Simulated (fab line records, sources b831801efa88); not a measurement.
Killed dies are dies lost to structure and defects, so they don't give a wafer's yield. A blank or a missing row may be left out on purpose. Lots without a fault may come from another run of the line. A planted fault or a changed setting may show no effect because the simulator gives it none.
fab line records | flow gf180mcu
record lots=6 wafers=18 last_day=34
route steps=602 shown PSD@260 NSD@262 SAB@264
lots that met no fault: from a run of the same line without faults
start_h: hours from the record's first day to the start of the lot's first wafer shown | wait_h: hours since the lot's step before | " the same as in the row above | L1.1+2: a row that stands for several wafers | - no value, or no start given | * or withheld: withheld | < > ~ a bound
route shown NAME@n: a module of which the file shows steps, and the number in the route of the first | usual: mean/standard deviation of fault-free wafers | same: alike in all rows | chamber/n: place in a boat | sites: the reading at each site | _std_site: their standard deviation | _edge_site: outer sites' mean less inner sites' | radius_mm: how far each site lies from the wafer's centre | mask NAME#n: copy n | behind: the tool/chamber that last shaped the wafer | hold: why the lot was held/for how many hours/how that ended | device: the transistor (n, p or np) that didn't switch | end of line: the same wafers' tests at the end of the route | a step without rows: its recipe alone | killed: dies lost to structure and defects at the first sort, not the wafer's yield | map: a wafer's dies, x killed, . not, _ none there
set.NAME: the setting as run; set.NAME@STEP: as run at that earlier step | model.NAME: the simulator's own value behind a step, which no gauge read
lots at some steps of the route; a table a step, a row a wafer
services: from which hour (start_h, from the record's first day; less than 0 if before it) a tool's chamber was out of use, for how many hours, and why
## steps
# step GF_PSD_CLEAN_12
# recipe chemistry=SC1/SC2 mix=1:4:20 temp_c=70 time_s=150 dry=n2_spin
# step GF_PSD_RTA_13
# recipe temp_c=1025 time_s=20 ambient=N2
# usual lamp_power_pct=36.38/0.054 wafer_temp_C_max=1029.1/1.8
# columns lot.wafer tool chamber start_h wait_h lamp_power_pct wafer_temp_C_max
L593.2 rtp_anneal-02 0 333.85 0.0 36.42 1027.8
L593.4 " 0 " " 36.40 1027.6
L593.5 " 0 " " 36.39 1027.2
L598.2 rtp_anneal-02 0 383.58 0.0 36.40 1026.8
L598.5 " 0 " " 36.42 1027.4
L598.6 " 0 " " 36.45 1027.9
L599.1 rtp_anneal-01 0 386.47 0.0 36.37 1030.2
L599.2 " 0 " " 36.31 1031.4
L599.5 " 0 " " 36.26 1032.7
L601.1 rtp_anneal-01 0 408.68 0.0 36.35 1032.0
L601.2 " 0 " " 36.39 1028.6
L601.4 " 0 " " 36.30 1031.5
L607.1 rtp_anneal-02 0 454.67 0.0 36.40 1028.6
L607.2 " 0 " " 36.36 1028.4
L607.4 " 0 " " 36.42 1029.4
L612.1 rtp_anneal-01 0 497.28 0.0 36.34 1032.2
L612.2 " 0 " " 36.31 1029.7
L612.6 " 0 " " 36.29 1030.1
# step GF_PSD_RS_MEAS_14
# recipe thk_meas_gauge=four-point-probe
# usual NSD_RS=46.15/0.083
# columns lot.wafer tool chamber start_h wait_h NSD_RS[ohm/sq]
L593.2 film_metro-02 - 333.94 0.1 46.21
L593.4 " - " " 46.22
L593.5 " - " " 46.26
L598.2 film_metro-03 - 383.66 0.1 46.05
L598.5 " - " " 46.12
L598.6 " - " " 46.10
L599.1 film_metro-03 - 386.55 0.1 46.21
L599.2 " - " " 46.06
L599.5 " - " " 46.26
L601.1 film_metro-02 - 408.76 0.1 46.16
L601.2 " - " " 46.18
L601.4 " - " " 45.98
L607.1 film_metro-01 - 454.75 0.1 46.26
L607.2 " - " " 46.08
L607.4 " - " " 46.25
L612.1 film_metro-02 - 497.37 0.1 46.09
L612.2 " - " " 46.13
L612.6 " - " " 46.10
# step GF_PSD_RS_MEAS_15
# recipe thk_meas_gauge=four-point-probe
# usual PSD_RS=109.05/0.25
# columns lot.wafer tool chamber start_h wait_h PSD_RS[ohm/sq]
L593.2 film_metro-02 - 334.06 0.1 109.05
L593.4 " - " " 108.62
L593.5 " - " " 108.85
L598.2 film_metro-03 - 383.78 0.1 109.03
L598.5 " - " " 108.96
L598.6 " - " " 109.00
L599.1 film_metro-03 - 386.67 0.1 109.06
L599.2 " - " " 109.07
L599.5 " - " " 108.91
L601.1 film_metro-02 - 408.88 0.1 108.98
L601.2 " - " " 108.84
L601.4 " - " " 108.71
L607.1 film_metro-01 - 454.87 0.1 109.35
L607.2 " - " " 108.74
L607.4 " - " " 109.36
L612.1 film_metro-02 - 497.49 0.1 109.30
L612.2 " - " " 109.13
L612.6 " - " " 108.61
# step GF_SAB_CVD_00
# recipe material=SiO2 target_thk_nm=50 precursor=TEOS temp_c=400 time_s=4.9302 rf_w=600
# usual heater_power_w=749/87
# columns lot.wafer tool chamber start_h wait_h heater_power_w
L593.2 pecvd-04 1 334.16 0.1 828
L593.4 " 1 " " 841
L593.5 " 0 " " 689
L598.2 pecvd-04 1 383.88 0.1 908
L598.5 " 1 " " 916
L598.6 " 0 " " 790
L599.1 pecvd-04 2 386.79 0.1 766
L599.2 " 0 " " 709
L599.5 " 0 " " 705
L601.1 pecvd-04 0 409.00 0.1 683
L601.2 " 1 " " 803
L601.4 " 0 " " 697
L607.1 pecvd-03 1 454.99 0.1 690
L607.2 " 2 " " 834
L607.4 " 1 " " 698
L612.1 pecvd-01 0 497.61 0.1 723
L612.2 " 1 " " 924
L612.6 " 0 " " 736
# step GF_SAB_THK_MEAS_01
# recipe reads=SiO2_of_SAB_CVD_00
# usual SAB_CVD_00_THK=50.0/0.68
# columns lot.wafer tool chamber start_h wait_h SAB_CVD_00_THK[nm]
L593.2 film_metro-04 - 334.19 0.0 50.2
L593.4 " - " " 51.2
L593.5 " - " " 50.9
L598.2 film_metro-04 - 383.91 0.0 50.8
L598.5 " - " " 50.8
L598.6 " - " " 50.3
L599.1 film_metro-03 - 386.81 0.0 50.4
L599.2 " - " " 49.7
L599.5 " - " " 50.6
L601.1 film_metro-03 - 409.02 0.0 49.1
L601.2 " - " " 49.4
L601.4 " - " " 50.1
L607.1 film_metro-04 - 455.01 0.0 49.3
L607.2 " - " " 50.2
L607.4 " - " " 49.8
L612.1 film_metro-01 - 497.63 0.0 49.4
L612.2 " - " " 49.7
L612.6 " - " " 50.2
# step GF_SAB_DEHYDRATE_02
# recipe temp_c=200 time_s=60
# step GF_SAB_HMDS_03
# recipe prime_time_s=60 prime_temp_c=120
# step GF_SAB_COAT_04
# recipe resist=NOVOLAK spin_rpm=3000 resist_thk_nm=1000
# step GF_SAB_SOFTBAKE_05
# recipe temp_c=90 time_s=60 resist=NOVOLAK
# step GF_SAB_EXPOSE_06
# recipe mask_id=SAB target_cd_nm=420 na=0.6 source_shape=conventional sigma_outer=0.6 dose_mj=140
# step GF_SAB_PEB_07
# recipe temp_c=withheld time_s=* resist=NOVOLAK
# step GF_SAB_DEVELOP_08
# recipe develop_time_s=60 dev_temp_c=23
# usual chill_plate_temp_C=23.00/0.12 develop_time_s=60/0
# columns lot.wafer tool chamber start_h wait_h chill_plate_temp_C develop_time_s
L593.2 litho_track-04 0 355.97 0.1 23.06 60
L593.4 " 0 " " 23.08 60
L593.5 " 0 " " 23.11 60
L598.2 litho_track-01 - 405.68 0.1 - -
L598.5 " - " " - -
L598.6 " - " " - -
L599.1 litho_track-02 - 408.59 0.1 - -
L599.2 " - " " - -
L599.5 " - " " - -
L601.1 litho_track-04 0 432.10 0.1 22.97 60
L601.2 " 0 " " 22.95 60
L601.4 " 0 " " 22.94 60
L607.1 litho_track-02 0 479.33 0.1 22.98 60
L607.2 " 0 " " 22.93 60
L607.4 " 0 " " 22.96 60
L612.1 litho_track-01 0 520.75 0.1 22.88 60
L612.2 " 0 " " 22.84 60
L612.6 " 0 " " 22.97 60
# step GF_SAB_CD_MEAS_09
# recipe target_cd_nm=420
# usual cd_nm=419.6/2.2
# columns lot.wafer tool chamber start_h wait_h cd_nm
L593.2 cd_sem-01 - 356.12 0.1 416.3
L593.4 " - " " 420.4
L593.5 " - " " 420.8
L598.2 cd_sem-02 - 405.82 0.1 -
L598.5 " - " " -
L598.6 " - " " -
L599.1 cd_sem-02 - 408.74 0.1 -
L599.2 " - " " -
L599.5 " - " " -
L601.1 cd_sem-02 - 432.25 0.1 420.6
L601.2 " - " " 420.8
L601.4 " - " " 421.8
L607.1 cd_sem-01 - 479.48 0.1 418.7
L607.2 " - " " 420.5
L607.4 " - " " 420.8
L612.1 cd_sem-01 - 520.90 0.1 414.2
L612.2 " - " " 416.6
L612.6 " - " " 415.1
## services
# columns tool chamber start_h hours kind
pecvd-04 - 368.88 14.0 pm
pecvd-04 0 368.88 14.0 vent_cycle
pecvd-04 1 368.88 14.0 vent_cycle
pecvd-04 2 368.88 14.0 vent_cycle
pecvd-04 0 382.88 - clean
pecvd-04 1 382.88 - clean
pecvd-04 2 382.88 - clean
pecvd-04 - 410.84 2.8 pm
pecvd-04 - 416.01 0.4 repair
pecvd-01 - 421.57 1.8 repair
pecvd-01 2 430.41 2.1 repair
pecvd-04 1 430.79 5.7 repair
pecvd-01 2 502.63 3.6 repair
pecvd-01 1 511.73 13.9 repair
## key
first_sign step=GF_SAB_DEVELOP_08 reading=tool_record direction=missing
effect none on later readings
met_at GF_SAB_DEVELOP_08
struck_wafers L598.2,L598.5,L598.6,L599.1,L599.2,L599.5
later_rows_left_out L598.2,L598.5,L598.6,L599.1,L599.2,L599.5
sort_left_out L598.2,L598.5,L598.6,L599.1,L599.2,L599.5
tester_left_out L598,L599
fault kind=skipped_step_whole tool=litho_track-01,litho_track-02 chamber=- onset_h=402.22 steps=GF_SAB_DEVELOP_08 scope=struck_lots_only
# tester_left_out: of these lots the tester's yield and bins aren't shown, on N5 and GAA mostly nor the transistor test; their killed dies are dies lost to structure and defects alone, not to doping, threshold or leakage, so they don't give the yield
# sort_left_out: the simulated sort isn't trusted on such a fault, so these wafers' sort isn't shown, and their yield isn't known
# later_rows_left_out: the simulator's readings of these wafers behind a module that went badly wrong aren't trusted and aren't shown, but for the sort
